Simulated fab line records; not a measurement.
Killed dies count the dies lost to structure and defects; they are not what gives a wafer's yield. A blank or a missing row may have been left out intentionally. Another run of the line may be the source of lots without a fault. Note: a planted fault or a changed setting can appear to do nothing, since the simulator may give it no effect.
Code-filled problem report in 8D (eight disciplines) form -- flow sky130 -- the parts of the form that need people (team, actions taken, sign-off) are left out

== 1. THE ISSUE ==
SD_N_OVL at SKY_SD_N_OVL_MEAS_08 reads a mean of 311.3 nm on 6 wafers of 2 lots; wafers without a fault read -0.1 nm with a standard deviation of 1.5. So: +99 or more standard deviations from the usual mean.
First seen on wafer L538.1, day 32 06:57, on overlay-01. At this step, 36 wafers from 12 lots have a number in the record. By rule, "out" or "out of limits" means more than 4 standard deviations away from the usual mean. The rest of the wafers with a number are treated as sound.

== 2. WHAT IT IS, WHAT IT ISN'T ==
question,is,is not
which readings at this step,SD_N_OVL,-
which lots,"L538, L540","L526, L527, L528, L529, L530, L535, L539, L542, L544, L548"
which wafers of those lots,all that have a number,-
read on which gauges,overlay-01,overlay-02
when,from day 32 06:57,"up to then (18 sound wafers); but 12 sound wafers of L539, L542, L544, L548 came after"

== 3. SUSPECTS, AND WHAT RULES EACH OUT ==
Counting: a tool at any process step up to the reading remains a suspect when it ran all the lots that are out and ran no sound lot after the first of those.
- ruled out: the gauge at SKY_SD_N_OVL_MEAS_08. All the wafers that are out were read on overlay-01, but those of them that SKY_PAD_OPEN_PROBE_99 has rows for are out there too, on other tools.
- iline-stepper-02 at SKY_SD_N_EXPOSE_04 (exposes mask NSDM, target cd 380 nm): kept. It ran every lot that is out, first L538 (day 31 17:06), and no sound lot after that; its last sound lot up to then is L528 (day 27 19:35).
Left after counting: iline-stepper-02 at SKY_SD_N_EXPOSE_04.

== 4. THE CAUSE (what the simulator had put in) ==
Scanner matching overlay: iline-stepper-02, from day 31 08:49 on, at SKY_SD_N_EXPOSE_04. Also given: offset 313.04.
After counting, this tool was the only one left.

== 5. SEQUENCE OF EFFECTS, ordered by route ==
One row per reading whose mean, taken over the struck wafers that have a number, lies over 3 standard deviations from the usual. Only readings whose record carries a usual standard deviation are examined. hours: median over the lots of the time between each lot's start at the first step of this table that gives one and its start at this step. sigmas: the change, counted in usual standard deviations.
hours,step,reading,usual,on struck wafers,change,sigmas
0,SKY_SD_N_OVL_MEAS_08,SD_N_OVL,-0.1 nm,311.3,+311.4,+99 or more
393,SKY_PAD_OPEN_PROBE_99,killed-at-front-end,15,422,+407,+95
393,SKY_PAD_OPEN_PROBE_99,killed-dies,86,492,+406,+47
393,SKY_PAD_OPEN_PROBE_99,killed-on-rim,17,96,+79,+22
Here are the process steps it includes:
- SKY_PAD_OPEN_PROBE_99
At these later measuring or inspecting steps, every struck wafer for which the step has a row has a number for every such reading, and none has moved that far: SKY_SD_N_RS_MEAS_18.

== 6. HOW IT WOULD HAVE BEEN CAUGHT EARLIER ==
The first out-of-limits reading at a measuring or inspecting step in this record came at day 32 06:57, 22 hours after the fault's start at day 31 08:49.
No tool reading at SKY_SD_N_EXPOSE_04 that has a usual standard deviation in the record was out on any struck wafer, so an alarm limit of 4 standard deviations on those readings would not have fired.
Among the 2 lots that are out, L540 began SKY_SD_N_EXPOSE_04 on iline-stepper-02 after day 32 06:57. A tool hold placed at that time would have kept it from harm.
